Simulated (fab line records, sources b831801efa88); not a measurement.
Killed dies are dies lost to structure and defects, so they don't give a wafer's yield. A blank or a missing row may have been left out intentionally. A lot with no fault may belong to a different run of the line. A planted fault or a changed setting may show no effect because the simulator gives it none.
Which tool did it?    flow gf180mcu    12 lots, 36 wafers sampled, at 3 steps of a route of 602

== WHAT THE GAUGES READ, wafer by wafer ==
GF_CONTACT_THK_MEAS_26: measures by xrf.
lot   measured      on             CONTACT_W_THK (nm)
L075  day 17 06:46  film-metro-02  294 291 292
L077  day 18 00:47  film-metro-03  292 293 299
L079  day 18 22:14  film-metro-03  290 295 290
L081  day 19 10:36  film-metro-03  291 292 292
L083  day 20 06:11  film-metro-03  292 288 291
L085  day 21 03:35  film-metro-02  291 293 290
L087  day 21 16:58  film-metro-02  285 286 286
L089  day 22 11:05  film-metro-02  290 289 284
L091  day 23 00:53  film-metro-02  295 293 294
L093  day 23 18:13  film-metro-02  297 291 297
L095  day 24 04:55  film-metro-02  294 292 291
L097  day 24 21:25  film-metro-02  293 289 290

== WHAT TOOL EACH LOT RAN ON (gives the tool, then ch and the chambers of the sampled wafers, and finally the start) ==
lot   GF_STI_CMP_25                 GF_DUAL_GATE_STRIP_13
L075  cmp-01 ch 1,2,3, day 2 08:25  plasma-asher-04 ch 0,1, day 9 01:26
L077  cmp-02 ch 1,2,3, day 2 20:21  plasma-asher-02 ch 0,1, day 9 13:08
L079  cmp-02 ch 0,1,2, day 3 06:01  plasma-asher-04 ch 0,1, day 10 04:23
L081  cmp-02 ch 1,2,3, day 3 15:49  plasma-asher-02 ch 0,1, day 10 16:17
L083  cmp-01 ch 2,3, day 4 04:04    plasma-asher-01 ch 0,1, day 11 09:26
L085  cmp-01 ch 0,3, day 4 15:06    plasma-asher-02 ch 0,1, day 11 23:43
L087  cmp-02 ch 1,2,3, day 4 23:04  plasma-asher-04 ch 0,1, day 12 10:34
L089  cmp-01 ch 0,2,3, day 5 09:38  plasma-asher-02 ch 0,1, day 13 03:28
L091  cmp-02 ch 0,2,3, day 5 19:47  plasma-asher-04 ch 0,1, day 13 15:30
L093  cmp-01 ch 0,1, day 6 07:32    plasma-asher-01 ch 0,1, day 14 05:28
L095  cmp-01 ch 0,1,3, day 6 16:12  plasma-asher-02 ch 0,1, day 14 17:33
L097  cmp-02 ch 0,2,3, day 7 02:12  plasma-asher-02 ch 0,1, day 15 08:22
- GF_STI_CMP_25: polishes, stops on Si3N4, t overpolish 33 s, target thk 524.6 nm.
- GF_DUAL_GATE_STRIP_13: strips in O2/N2.

== THE ANSWER, worked out from the rows above alone ==
Rule: the usual values come from the lots themselves. The widest of any qualifying gaps counts: lots, ordered by their means at a reading, are off when they make up no more than a third of the lots, leave a main group of 4 or more, and stand apart from it by 3 or more times the standard deviation of that group's means. The tables above print the reading to a certain number of digits; a main group whose means all agree to those digits is not used. Also off: a lot with no number at a reading for which 4 or more lots have one. Any other lot the step has rows for is counted as sound.
No lot is off on any of the readings shown, so nothing can be concluded from this.

== WHAT THE SIMULATOR HAD PUT IN ==
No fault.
